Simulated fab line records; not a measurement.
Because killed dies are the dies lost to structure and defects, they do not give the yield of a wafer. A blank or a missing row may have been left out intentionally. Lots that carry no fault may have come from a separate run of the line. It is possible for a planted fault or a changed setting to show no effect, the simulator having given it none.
fab line records ; flow sky130
record lots=6; wafers=18; last-day=50
route steps=708 shown LI_CONTACT@371 PAD_OPEN@708
lots untouched by any fault: they come from a run of this same line in which no faults occurred
start-h: hours from the record's opening day to when the first of the lot's shown wafers began ; wait-h: time in hours since the lot's previous step ; " unchanged from the row above ; L1.1+2: a single row standing in for several wafers ; - either no value or no given start ; * or withheld: withheld ; < > ~ a bound
route shown NAME@n: a module of which the file shows steps, and the number in the route of the first ; usual: average and standard deviation across the fault-free wafers ; same: alike in all rows ; chamber/n: place in a boat ; sites: the reading at each site ; _std_site: how widely they spread, as a standard deviation ; _edge_site: outer sites' mean less inner sites' ; radius-mm: how far each site lies from the wafer's centre ; mask NAME#n: copy n ; behind: the most recent tool/chamber to have shaped the wafer ; hold: why the lot was held/for how many hours/how that ended ; device: the n, p or np transistor that did not switch ; end of line: the route-end tests of the same wafers ; a step with no rows: only its recipe ; killed: dies that structure and defects cost at the first sort, which is not the same as the wafer's yield ; map: a wafer's dies, x killed, . not, _ none there
set.NAME: the setting as run; set.NAME@STEP: as run at that earlier step ; model.NAME: the simulator's own value behind a step, which no gauge read
lots at selected steps of the route; one table per step, one row per wafer
services: when a tool's chamber went out of use (start-h, in hours from the record's first day, below 0 if earlier), for how many hours, and the reason
## steps
# step SKY_LI_CONTACT_EXPOSE_09
# recipe mask-id=LICM1; na=0.8; source-shape=annular; sigma-inner=0.55; sigma-outer=0.85; target-cd-nm=170; dose-mj=38
# step SKY_LI_CONTACT_PEB_10
# recipe peb-temp-c=withheld; peb-time-s=withheld; resist=KrF-thick
# step SKY_LI_CONTACT_DEVELOP_11
# recipe develop-time-s=60; resist=KrF-thick; dev-temp-c=21
# step SKY_LI_CONTACT_CD_MEAS_12
# recipe target-cd-nm=170
# usual cd-nm=169.7/1.5
lot.wafer;tool;chamber;start-h;wait-h;cd-nm
L793.2;cd-sem-02;-;705.52;-;167.8
L793.4;cd-sem-02;-;705.52;-;168.8
L793.6;cd-sem-02;-;705.52;-;168.6
L800.3;cd-sem-02;-;758.37;-;167.1
L800.4;cd-sem-02;-;758.37;-;167.4
L800.5;cd-sem-02;-;758.37;-;167.4
L804.3;cd-sem-02;-;779.76;-;168.6
L804.4;cd-sem-02;-;779.76;-;168.1
L804.6;cd-sem-02;-;779.76;-;168.5
L805.2;cd-sem-02;-;791.79;-;168.6
L805.4;cd-sem-02;-;791.79;-;168.5
L805.5;cd-sem-02;-;791.79;-;168.5
L806.2;cd-sem-02;-;805.32;-;170.2
L806.4;cd-sem-02;-;805.32;-;171.1
L806.5;cd-sem-02;-;805.32;-;170.7
L813.1;cd-sem-01;-;852.98;-;171.2
L813.2;cd-sem-01;-;852.98;-;171.1
L813.6;cd-sem-01;-;852.98;-;171.2
# step SKY_LI_CONTACT_OVL_MEAS_13
# usual LI_CONTACT_OVL=4/5.4
lot.wafer;tool;chamber;start-h;wait-h;LI_CONTACT_OVL[nm]
L793.2;overlay-01;-;705.62;0.1;5
L793.4;overlay-01;-;705.62;0.1;3
L793.6;overlay-01;-;705.62;0.1;6
L800.3;overlay-02;-;758.46;0.1;7
L800.4;overlay-02;-;758.46;0.1;3
L800.5;overlay-02;-;758.46;0.1;8
L804.3;overlay-01;-;779.85;0.1;9
L804.4;overlay-01;-;779.85;0.1;2
L804.6;overlay-01;-;779.85;0.1;8
L805.2;overlay-02;-;791.90;0.1;-10
L805.4;overlay-02;-;791.90;0.1;-2
L805.5;overlay-02;-;791.90;0.1;-6
L806.2;overlay-01;-;805.42;0.1;-3
L806.4;overlay-01;-;805.42;0.1;-2
L806.5;overlay-01;-;805.42;0.1;-6
L813.1;overlay-02;-;853.11;0.1;-2
L813.2;overlay-02;-;853.11;0.1;2
L813.6;overlay-02;-;853.11;0.1;3
# step SKY_LI_CONTACT_ETCH_14
# recipe chemistry=N2/H2; target=BARC; ion-energy-ev=200; source-w=500; bias-w=100; pressure-mtorr=30; n2-flow-sccm=100; h2-flow-sccm=200; stop-on=SiO2; time-s=45.9; target-depth-a=600
# usual bias-w=100.0/0.32; drypump-motor-current-A=5.7/0.36; oes-product-au=0.855/0.0043; throttle-valve-pct=13.224/0.0094
# same time-s=45.9
lot.wafer;tool;chamber;start-h;wait-h;bias-w;drypump-motor-current-A;oes-product-au;rf-hours-counter-h;throttle-valve-pct
L793.2;rie-diel-03;3;705.65;0.0;99.8;5.7;0.854;7;13.206
L793.4;rie-diel-03;0;705.65;0.0;100.1;5.8;0.855;7;13.207
L793.6;rie-diel-03;1;705.65;0.0;100.1;6.2;0.854;-;13.214
L800.3;rie-diel-01;2;758.48;0.0;100.2;5.9;0.848;9;13.220
L800.4;rie-diel-01;0;758.48;0.0;100.0;5.6;0.850;1;13.229
L800.5;rie-diel-01;1;758.48;0.0;100.5;5.4;0.851;-;13.233
L804.3;rie-diel-02;3;779.88;0.0;99.9;5.7;0.855;11;13.224
L804.4;rie-diel-02;0;779.88;0.0;99.8;5.5;0.857;9;13.223
L804.6;rie-diel-02;1;779.88;0.0;99.7;6.4;0.852;-;13.234
L805.2;rie-diel-03;2;791.93;0.0;100.2;5.8;0.865;13;13.233
L805.4;rie-diel-03;3;791.93;0.0;100.3;5.7;0.855;9;13.218
L805.5;rie-diel-03;0;791.93;0.0;99.9;5.8;0.851;-;13.221
L806.2;rie-diel-02;1;805.45;0.0;100.0;6.4;0.861;11;13.224
L806.4;rie-diel-02;3;805.45;0.0;99.5;5.7;0.855;12;13.233
L806.5;rie-diel-02;0;805.45;0.0;99.6;5.5;0.860;-;13.227
L813.1;rie-diel-02;2;853.14;0.0;100.3;4.9;0.856;6;13.224
L813.2;rie-diel-02;0;853.14;0.0;99.9;5.5;0.854;12;13.205
L813.6;rie-diel-02;2;853.14;0.0;100.6;4.9;0.858;-;13.231
# step SKY_LI_CONTACT_ETCH_15
# recipe target=PSG; chemistry=C4F8/O2/Ar; stop-on=Si; taper-deg=4.15; mask-material=KrF-thick; source-w=1500; bias-w=1200; pressure-mtorr=40; c4f8-flow-sccm=withheld; O2_flow_sccm=6; Ar_flow_sccm=300; time-s=withheld; target-depth-a=6000
# usual bias-w=1200/3.6; oes-product-au=0.838/0.0045
lot.wafer;tool;chamber;start-h;wait-h;bias-w;oes-product-au
L793.2;rie-diel-03;3;705.69;0.0;1205;0.835
L793.4;rie-diel-03;0;705.69;0.0;1199;0.832
L793.6;rie-diel-03;1;705.69;0.0;1200;0.843
L800.3;rie-diel-01;2;758.53;0.0;1199;0.837
L800.4;rie-diel-01;0;758.53;0.0;1199;0.834
L800.5;rie-diel-01;1;758.53;0.0;1198;0.834
L804.3;rie-diel-02;3;779.92;0.0;1200;0.830
L804.4;rie-diel-02;0;779.92;0.0;1204;0.841
L804.6;rie-diel-02;1;779.92;0.0;1197;0.838
L805.2;rie-diel-03;2;791.97;0.0;1197;0.843
L805.4;rie-diel-03;3;791.97;0.0;1196;0.833
L805.5;rie-diel-03;0;791.97;0.0;1202;0.838
L806.2;rie-diel-02;1;805.49;0.0;1202;0.838
L806.4;rie-diel-02;3;805.49;0.0;1205;0.846
L806.5;rie-diel-02;0;805.49;0.0;1197;0.840
L813.1;rie-diel-02;2;853.19;0.0;1201;0.842
L813.2;rie-diel-02;0;853.19;0.0;1198;0.843
L813.6;rie-diel-02;2;853.19;0.0;1196;0.840
# step SKY_LI_CONTACT_STRIP_16
# recipe chemistry=O2/N2; power-w=1400; pressure-mtorr=1500; platen-temp-c=withheld; o2-flow-sccm=3000; n2-flow-sccm=300; overash-fraction=0.5
# usual drypump-motor-current-A=5.9/0.45; oes-product-au=0.375/0.0047; strip-time-to-endpoint-s=3.503/0.023
lot.wafer;tool;chamber;start-h;wait-h;drypump-motor-current-A;oes-product-au;rf-hours-counter-h;strip-time-to-endpoint-s
L793.2;plasma-asher-03;0;705.78;-;6.5;0.378;87;3.532
L793.4;plasma-asher-03;0;705.78;-;6.5;0.377;-;3.538
L793.6;plasma-asher-03;0;705.78;-;6.5;0.372;-;3.525
L800.3;plasma-asher-01;0;758.65;-;5.1;0.382;-;3.483
L800.4;plasma-asher-01;1;758.65;-;6.1;0.373;-;3.527
L800.5;plasma-asher-01;1;758.65;-;6.0;0.377;-;3.530
L804.3;plasma-asher-04;0;780.04;-;5.9;0.378;-;3.466
L804.4;plasma-asher-04;1;780.04;-;6.3;0.369;-;3.490
L804.6;plasma-asher-04;1;780.04;-;6.3;0.378;-;3.511
L805.2;plasma-asher-04;1;792.05;-;6.3;0.383;35;3.483
L805.4;plasma-asher-04;1;792.05;-;6.3;0.380;-;3.527
L805.5;plasma-asher-04;1;792.05;-;6.3;0.369;-;3.483
L806.2;plasma-asher-01;1;805.58;-;6.1;0.376;6;3.546
L806.4;plasma-asher-01;0;805.58;-;5.1;0.377;-;3.515
L806.5;plasma-asher-01;0;805.58;-;5.1;0.379;-;3.509
L813.1;plasma-asher-01;0;853.27;-;5.1;0.375;11;3.493
L813.2;plasma-asher-01;1;853.27;-;6.1;0.373;11;3.504
L813.6;plasma-asher-01;1;853.27;-;6.1;0.379;-;3.521
# step SKY_LI_CONTACT_CLEAN_17
# recipe chemistry=NMP; time-s=600; temp-c=60; dry=n2-spin
# step SKY_LI_CONTACT_PRE_CLEAN_18
# recipe gas=Ar; time-s=5.6; bias-v=358
# step SKY_LI_CONTACT_SPUTTER_19
# recipe material=Ti; target-thk-nm=20; chamber-pressure-pa=5; power-w=2500; substrate-temp-c=200; time-s=106.37
# usual cathode-dc-power-W=2500.0/0.43; substrate-temp-c=200.00/0.18; throttle-valve-pct=30.1/0.94
# same time-s=106.37
lot.wafer;tool;chamber;start-h;wait-h;cathode-dc-power-W;substrate-temp-c;throttle-valve-pct
L793.2;pvd-sputter-04;-;706.07;0.0;2500.5;199.94;29.9
L793.4;pvd-sputter-04;-;706.07;0.0;2500.7;200.02;31.0
L793.6;pvd-sputter-04;-;706.07;0.0;2500.2;200.07;30.6
L800.3;pvd-sputter-01;-;758.91;0.0;2499.9;200.03;30.2
L800.4;pvd-sputter-01;-;758.91;0.0;2500.2;200.21;29.3
L800.5;pvd-sputter-01;-;758.91;0.0;2500.1;199.89;28.7
L804.3;pvd-sputter-04;-;780.30;0.0;2499.8;199.86;31.6
L804.4;pvd-sputter-04;-;780.30;0.0;2499.7;200.09;30.7
L804.6;pvd-sputter-04;-;780.30;0.0;2499.4;199.88;31.0
L805.2;pvd-sputter-03;-;792.35;0.0;2499.7;200.20;30.9
L805.4;pvd-sputter-03;-;792.35;0.0;2500.7;200.20;29.2
L805.5;pvd-sputter-03;-;792.35;0.0;2499.6;199.68;29.1
L806.2;pvd-sputter-01;-;805.87;0.0;2499.8;200.07;30.2
L806.4;pvd-sputter-01;-;805.87;0.0;2499.8;200.19;28.6
L806.5;pvd-sputter-01;-;805.87;0.0;2499.7;200.02;30.0
L813.1;pvd-sputter-04;-;853.57;0.0;2499.7;200.27;30.9
L813.2;pvd-sputter-04;-;853.57;0.0;2500.1;199.93;29.7
L813.6;pvd-sputter-04;-;853.57;0.0;2499.2;199.97;29.6
# step SKY_LI_CONTACT_SPUTTER_20
# recipe material=TiN; target-thk-nm=20; chamber-pressure-pa=5; power-w=4000; time-s=80
# usual cathode-dc-power-W=4000.0/0.77; throttle-valve-pct=30.1/0.93
# same time-s=80
lot.wafer;tool;chamber;start-h;wait-h;cathode-dc-power-W;throttle-valve-pct
L793.2;pvd-sputter-04;-;706.15;0.0;3999.2;29.8
L793.4;pvd-sputter-04;-;706.15;0.0;4000.7;30.5
L793.6;pvd-sputter-04;-;706.15;0.0;3998.7;30.9
L800.3;pvd-sputter-01;-;758.98;0.0;4000.4;30.2
L800.4;pvd-sputter-01;-;758.98;0.0;3999.3;28.8
L800.5;pvd-sputter-01;-;758.98;0.0;4000.8;28.7
L804.3;pvd-sputter-04;-;780.37;0.0;3999.5;31.4
L804.4;pvd-sputter-04;-;780.37;0.0;4000.1;31.2
L804.6;pvd-sputter-04;-;780.37;0.0;3999.6;31.0
L805.2;pvd-sputter-03;-;792.43;0.0;4000.2;30.6
L805.4;pvd-sputter-03;-;792.43;0.0;4000.2;29.2
L805.5;pvd-sputter-03;-;792.43;0.0;3999.3;29.1
L806.2;pvd-sputter-01;-;805.95;0.0;3999.0;30.3
L806.4;pvd-sputter-01;-;805.95;0.0;3999.7;28.7
L806.5;pvd-sputter-01;-;805.95;0.0;3999.5;30.4
L813.1;pvd-sputter-04;-;853.64;0.0;4001.0;30.9
L813.2;pvd-sputter-04;-;853.64;0.0;3999.0;29.7
L813.6;pvd-sputter-04;-;853.64;0.0;4000.2;29.6
# step SKY_LI_CONTACT_CVD_21
# recipe material=W; target-thk-nm=400; time-s=120.56; temp-c=400; pressure-torr=40
# usual heater-power-w=921/120
lot.wafer;tool;chamber;start-h;wait-h;heater-power-w;model.W_of_LI_CONTACT_CVD_21.thk-nm
L793.2;cvd-w-01;0;706.21;0.0;1035;404.7
L793.4;cvd-w-01;1;706.21;0.0;1025;411.5
L793.6;cvd-w-01;1;706.21;0.0;1025;413.9
L800.3;cvd-w-02;1;759.09;0.1;716;394.7
L800.4;cvd-w-02;0;759.09;0.1;832;392.3
L800.5;cvd-w-02;0;759.09;0.1;793;392.4
L804.3;cvd-w-01;1;780.48;0.1;1033;405.7
L804.4;cvd-w-01;0;780.48;0.1;994;420.9
L804.6;cvd-w-01;1;780.48;0.1;1019;406.4
L805.2;cvd-w-01;0;792.49;0.0;993;422.1
L805.4;cvd-w-01;0;792.49;0.0;1028;421.2
L805.5;cvd-w-01;1;792.49;0.0;1035;398.1
L806.2;cvd-w-02;1;806.01;0.0;715;402.4
L806.4;cvd-w-02;0;806.01;0.0;840;399.9
L806.5;cvd-w-02;0;806.01;0.0;837;396.8
L813.1;cvd-w-02;1;853.70;0.0;716;401.1
L813.2;cvd-w-02;0;853.70;0.0;819;395.8
L813.6;cvd-w-02;0;853.70;0.0;799;393.8
# step SKY_LI_CONTACT_RS_MEAS_22
# recipe thk-meas-gauge=four-point-probe; reads=W_of_LI_CONTACT_CVD_21+TiN_of_LI_CONTACT_SPUTTER_20+Ti_of_LI_CONTACT_SPUTTER_19
# usual LI_CONTACT_W_RS=0.284/0.0045
lot.wafer;tool;chamber;start-h;wait-h;LI_CONTACT_W_RS[ohm/sq]
L793.2;film-metro-01;-;706.36;0.1;0.281
L793.4;film-metro-01;-;706.36;0.1;0.277
L793.6;film-metro-01;-;706.36;0.1;0.275
L800.3;film-metro-02;-;759.21;0.1;0.288
L800.4;film-metro-02;-;759.21;0.1;0.290
L800.5;film-metro-02;-;759.21;0.1;0.290
L804.3;film-metro-02;-;780.60;0.1;0.280
L804.4;film-metro-02;-;780.60;0.1;0.270
L804.6;film-metro-02;-;780.60;0.1;0.279
L805.2;film-metro-02;-;792.63;0.1;0.270
L805.4;film-metro-02;-;792.63;0.1;0.270
L805.5;film-metro-02;-;792.63;0.1;0.285
L806.2;film-metro-02;-;806.16;0.1;0.283
L806.4;film-metro-02;-;806.16;0.1;0.285
L806.5;film-metro-02;-;806.16;0.1;0.286
L813.1;film-metro-02;-;853.83;0.1;0.283
L813.2;film-metro-02;-;853.83;0.1;0.287
L813.6;film-metro-02;-;853.83;0.1;0.289
# step SKY_LI_CONTACT_THK_MEAS_23
# recipe thk-meas-gauge=xrf; reads=W_of_LI_CONTACT_CVD_21
# usual LI_CONTACT_W_THK=401/11
lot.wafer;tool;chamber;start-h;wait-h;LI_CONTACT_W_THK[nm]
L793.2;film-metro-01;-;706.47;0.1;412
L793.4;film-metro-01;-;706.47;0.1;418
L793.6;film-metro-01;-;706.47;0.1;422
L800.3;film-metro-02;-;759.31;0.1;392
L800.4;film-metro-02;-;759.31;0.1;387
L800.5;film-metro-02;-;759.31;0.1;387
L804.3;film-metro-02;-;780.70;0.1;404
L804.4;film-metro-02;-;780.70;0.1;418
L804.6;film-metro-02;-;780.70;0.1;403
L805.2;film-metro-02;-;792.74;0.1;423
L805.4;film-metro-02;-;792.74;0.1;419
L805.5;film-metro-02;-;792.74;0.1;395
L806.2;film-metro-02;-;806.27;0.1;400
L806.4;film-metro-02;-;806.27;0.1;400
L806.5;film-metro-02;-;806.27;0.1;395
L813.1;film-metro-02;-;853.95;0.1;392
L813.2;film-metro-02;-;853.95;0.1;388
L813.6;film-metro-02;-;853.95;0.1;386
# step SKY_PAD_OPEN_PROBE_99
# usual killed_at_M0_to_M3=45/7; killed_at_M4_up=3.4/1.8; killed-at-contacts=24/5.4; killed-at-front-end=16/4.8; killed-at-other=0.4/0.62; killed-dies=89/10; killed-open=48/7.2; killed-short=40/6.3
# same gross-dies=492; killed-at-back-side=0
lot.wafer;tool;chamber;start-h;wait-h;killed_at_M0_to_M3;killed_at_M4_up;killed-at-contacts;killed-at-front-end;killed-at-other;killed-dies;killed-open;killed-short
L804.3;prober-02;-;1150.07;0.2;42;4;21;10;2;79;36;42
L804.4;prober-02;-;1150.12;0.2;35;2;35;16;0;88;43;44
L804.6;prober-02;-;1150.22;0.2;54;2;33;9;0;98;56;42
L805.2;prober-01;-;1155.97;0.1;48;3;26;27;1;105;55;49
L805.4;prober-01;-;1156.07;0.2;46;3;31;15;0;95;56;39
L805.5;prober-01;-;1156.12;0.2;48;6;30;12;0;96;60;35
L806.2;prober-02;-;1167.42;0.1;37;3;20;12;1;73;39;34
L806.4;prober-02;-;1167.52;0.2;50;1;28;25;0;104;59;45
L806.5;prober-02;-;1167.57;0.2;48;4;22;16;1;91;52;37
# killed by level:class
L804.3 METAL1:geometric-particle:short=12 VIA3:geometric-particle:open=6 LI_CONTACT:geometric-particle:open=5 CONTACT:geometric-particle:open=5 VIA2:geometric-particle:open=5 METAL2:geometric-particle:short=5 FIELD_ISO:geometric-particle:open=4 LOCAL_INTERCONNECT:geometric-particle:short=4
L804.4 CONTACT:geometric-particle:open=16 METAL2:geometric-particle:short=9 VIA1:geometric-particle:open=9 LOCAL_INTERCONNECT:geometric-particle:short=8 POLY_GATE:geometric-particle:short=5 FIELD_ISO:geometric-particle:open=4 LI_CONTACT:geometric-particle:short=4 VIA3:geometric-particle:open=4
L804.6 CONTACT:geometric-particle:open=13 VIA1:geometric-particle:open=11 LI_CONTACT:geometric-particle:open=10 VIA1:geometric-particle:short=8 VIA2:geometric-particle:open=8 METAL1:geometric-particle:short=6 VIA3:geometric-particle:open=6 VIA3:geometric-particle:short=5
L805.2 LI_CONTACT:geometric-particle:open=10 VIA1:geometric-particle:open=10 VIA2:geometric-particle:open=9 FIELD_ISO:geometric-particle:open=8 FIELD_ISO:geometric-particle:short=8 METAL1:geometric-particle:short=8 CONTACT:geometric-particle:open=6 CONTACT:geometric-particle:short=5
L805.4 VIA1:geometric-particle:open=14 CONTACT:geometric-particle:open=12 VIA2:geometric-particle:open=9 LI_CONTACT:geometric-particle:open=8 POLY_GATE:geometric-particle:short=6 METAL1:geometric-particle:short=6 FIELD_ISO:geometric-particle:open=5 VIA3:geometric-particle:open=5
L805.5 VIA1:geometric-particle:open=15 CONTACT:geometric-particle:open=12 VIA3:geometric-particle:open=9 LI_CONTACT:geometric-particle:open=8 FIELD_ISO:geometric-particle:open=5 CONTACT:geometric-particle:short=5 VIA1:geometric-particle:short=4 METAL2:geometric-particle:short=4
L806.2 CONTACT:geometric-particle:open=7 VIA1:geometric-particle:open=6 VIA2:geometric-particle:open=6 LI_CONTACT:geometric-particle:open=5 METAL1:geometric-particle:short=5 POLY_GATE:geometric-particle:short=4 VIA2:geometric-particle:short=4 VIA3:geometric-particle:open=4
L806.4 VIA1:geometric-particle:open=11 CONTACT:geometric-particle:open=9 LI_CONTACT:geometric-particle:open=8 VIA2:geometric-particle:open=8 VIA3:geometric-particle:open=7 FIELD_ISO:geometric-particle:short=6 POLY_GATE:geometric-particle:open=6 METAL1:geometric-particle:short=6
L806.5 VIA1:geometric-particle:open=12 CONTACT:geometric-particle:open=9 METAL1:geometric-particle:short=7 METAL2:geometric-particle:short=7 VIA2:geometric-particle:open=7 LI_CONTACT:geometric-particle:open=6 FIELD_ISO:geometric-particle:open=5 CONTACT:geometric-particle:short=4
## services
tool;chamber;start-h;hours;kind
rie-diel-03;-;681.75;2.8;pm
rie-diel-03;2;684.59;6.7;repair
rie-diel-01;2;698.04;8.8;repair
rie-diel-03;3;708.56;15.6;repair
rie-diel-01;0;718.96;5.4;repair
rie-diel-01;2;723.79;4.3;repair
plasma-asher-01;-;733.78;9.0;pm
rie-diel-03;1;739.41;-;clean
rie-diel-02;2;759.69;8.5;repair
plasma-asher-01;-;765.37;2.0;repair
pvd-sputter-01;-;778.55;5.0;repair
rie-diel-01;1;783.22;52.3;repair
pvd-sputter-04;1;783.63;-;consumable-replace:kit
pvd-sputter-04;1;783.63;18.0;scheduled-down
pvd-sputter-04;1;783.63;18.0;vent-cycle
rie-diel-02;-;785.65;0.3;repair
rie-diel-01;-;788.40;1.1;repair
plasma-asher-03;-;788.57;1.2;repair
rie-diel-02;3;803.67;1.5;repair
plasma-asher-03;-;805.26;26.3;pm
cvd-w-02;-;808.26;2.1;repair
rie-diel-02;1;811.93;5.0;repair
pvd-sputter-03;-;816.81;5.6;repair
rie-diel-01;3;822.50;3.9;repair
## key
first-sign step=SKY_LI_CONTACT_RS_MEAS_22; reading=LI_CONTACT_W_RS; direction=down; sigmas=3.1; usual=0.284; struck=0.270
effect none on later readings
model-effect step=SKY_LI_CONTACT_CVD_21; value=W_of_LI_CONTACT_CVD_21.thk-nm; without=389.7; struck=421.4
met-at SKY_LI_CONTACT_CVD_21
struck-wafers L804.4,L805.2,L805.4
tester-left-out L804,L805
onset-between 706.21 780.48
fault kind=process-parameter-drift; tool=cvd-w-01; chamber=0; onset-h=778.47; steps=SKY_LI_CONTACT_CVD_21; channel=target-thk-nm; offset=31.866; shape=step; end-h=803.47; acts-in=these-recipes-only; stated=400
# tester-left-out: of these lots the tester's yield and bins aren't shown, on N5 and GAA mostly nor the transistor test; their killed dies are dies lost to structure and defects alone, not to doping, threshold or leakage, so they don't give the yield
